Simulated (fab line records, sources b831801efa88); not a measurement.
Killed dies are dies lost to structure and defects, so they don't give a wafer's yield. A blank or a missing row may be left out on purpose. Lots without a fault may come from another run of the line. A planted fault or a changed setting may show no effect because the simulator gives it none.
fab line records | flow gf180mcu
record lots=14 wafers=42 last_day=34
route steps=602 shown DUAL_GATE@156
lots that met no fault: from a run of the same line without faults
start_h: hours from the record's first day to the start of the lot's first wafer shown | wait_h: hours since the lot's step before | " the same as in the row above | L1.1+2: a row that stands for several wafers | - no value, or no start given | * or withheld: withheld | < > ~ a bound
route shown NAME@n: a module of which the file shows steps, and the number in the route of the first | usual: mean/standard deviation of fault-free wafers | same: alike in all rows | chamber/n: place in a boat | sites: the reading at each site | _std_site: their standard deviation | _edge_site: outer sites' mean less inner sites' | radius_mm: how far each site lies from the wafer's centre | mask NAME#n: copy n | behind: the tool/chamber that last shaped the wafer | hold: why the lot was held/for how many hours/how that ended | device: the transistor (n, p or np) that didn't switch | end of line: the same wafers' tests at the end of the route | a step without rows: its recipe alone | killed: dies lost to structure and defects at the first sort, not the wafer's yield | map: a wafer's dies, x killed, . not, _ none there
set.NAME: the setting as run; set.NAME@STEP: as run at that earlier step | model.NAME: the simulator's own value behind a step, which no gauge read
steps of the route over a sample of lots; a table a step, a row a wafer
services: from which hour (start_h, from the record's first day; less than 0 if before it) a tool's chamber was out of use, for how many hours, and why
## steps
# step GF_DUAL_GATE_OXIDATION_15
# recipe temp_c=850 ambient=O2 stabilise_s=600 purge_s=300 target_thk_a=70.98 ox_time_s=1995
# usual ox_temp_c=849.9/0.38 ox_temp_c_max=854.8/2 zone_power_lower_pct=15.8/0.42
# columns lot.wafer tool chamber start_h wait_h ox_temp_c ox_temp_c_max zone_power_lower_pct
L572.2 furnace-01 0 184.93 0.3 849.5 853.2 16.3
L572.3 " 0 " " 850.2 853.1 16.0
L572.4 " 0 " " 849.8 855.0 16.2
L573.2 furnace-02 0 190.32 0.1 851.0 859.7 15.2
L573.4 " 0 " " 850.1 857.6 15.2
L573.6 " 0 " " 850.7 858.1 15.3
L574.1 furnace-01 0 197.13 0.0 850.0 853.6 16.3
L574.2 " 0 " " 849.7 853.2 16.1
L574.5 " 0 " " 850.4 854.1 16.2
L575.1 furnace-02 0 202.33 0.0 850.2 857.2 15.1
L575.4 " 0 " " 850.0 856.0 15.4
L575.5 " 0 " " 849.9 858.3 15.0
L576.1 furnace-01 0 211.51 0.5 850.0 853.9 16.3
L576.2 " 0 " " 849.5 853.2 16.3
L576.5 " 0 " " 849.2 853.1 16.2
L579.2 furnace-01 - 233.07 0.3 - - -
L579.3 " - " " - - -
L579.5 " - " " - - -
L580.1 furnace-02 - 241.93 0.0 - - -
L580.3 " - " " - - -
L580.5 " - " " - - -
L585.1 furnace-01 0 278.68 0.0 849.8 852.9 16.2
L585.2 " 0 " " 849.9 854.0 16.0
L585.6 " 0 " " 849.6 853.6 16.1
L586.2 furnace-01 0 281.36 1.1 849.6 853.6 16.0
L586.4 " 0 " " 849.8 853.6 16.0
L586.5 " 0 " " 849.3 852.0 16.3
L587.2 furnace-02 0 289.00 1.0 850.7 856.6 15.5
L587.3 " 0 " " 849.6 856.7 15.5
L587.4 " 0 " " 850.1 855.6 15.3
L588.1 furnace-01 0 293.25 0.0 849.9 853.8 16.1
L588.4 " 0 " " 849.7 853.0 16.2
L588.5 " 0 " " 850.0 852.7 16.0
L590.3 furnace-02 0 309.21 0.3 850.5 859.6 15.3
L590.4 " 0 " " 850.3 856.0 15.2
L590.5 " 0 " " 849.7 856.5 15.0
L591.2 furnace-01 0 314.27 0.0 850.3 854.0 16.2
L591.5 " 0 " " 849.8 852.5 15.9
L591.6 " 0 " " 850.2 853.3 16.2
L594.1 furnace-01 0 336.51 0.8 850.0 853.9 16.3
L594.2 " 0 " " 849.3 852.9 16.0
L594.5 " 0 " " 850.0 854.1 15.9
## services
# columns tool chamber start_h hours kind
furnace-01 - 164.92 2.8 pm
furnace-02 - 183.71 5.2 pm
furnace-02 - 218.15 3.1 repair
furnace-02 - 235.33 3.3 pm
furnace-02 - 246.68 5.1 pm
furnace-01 - 294.81 3.3 pm
## key
first_sign step=GF_DUAL_GATE_OXIDATION_15 reading=tool_record direction=missing
effect none on later readings
met_at GF_DUAL_GATE_OXIDATION_15
struck_lots L579,L580
later_rows_left_out L579.2,L579.3,L579.5,L580.1,L580.3,L580.5
sort_left_out L579.2,L579.3,L579.5,L580.1,L580.3,L580.5
tester_left_out L579,L580
onset_between 211.51 233.07
fault kind=skipped_step_whole tool=furnace-01,furnace-02 chamber=- onset_h=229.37 steps=GF_DUAL_GATE_OXIDATION_15 scope=struck_lots_only
# tester_left_out: of these lots the tester's yield and bins aren't shown, on N5 and GAA mostly nor the transistor test; their killed dies are dies lost to structure and defects alone, not to doping, threshold or leakage, so they don't give the yield
# sort_left_out: the simulated sort isn't trusted on such a fault, so these wafers' sort isn't shown, and their yield isn't known
# later_rows_left_out: the simulator's readings of these wafers behind a module that went badly wrong aren't trusted and aren't shown, but for the sort
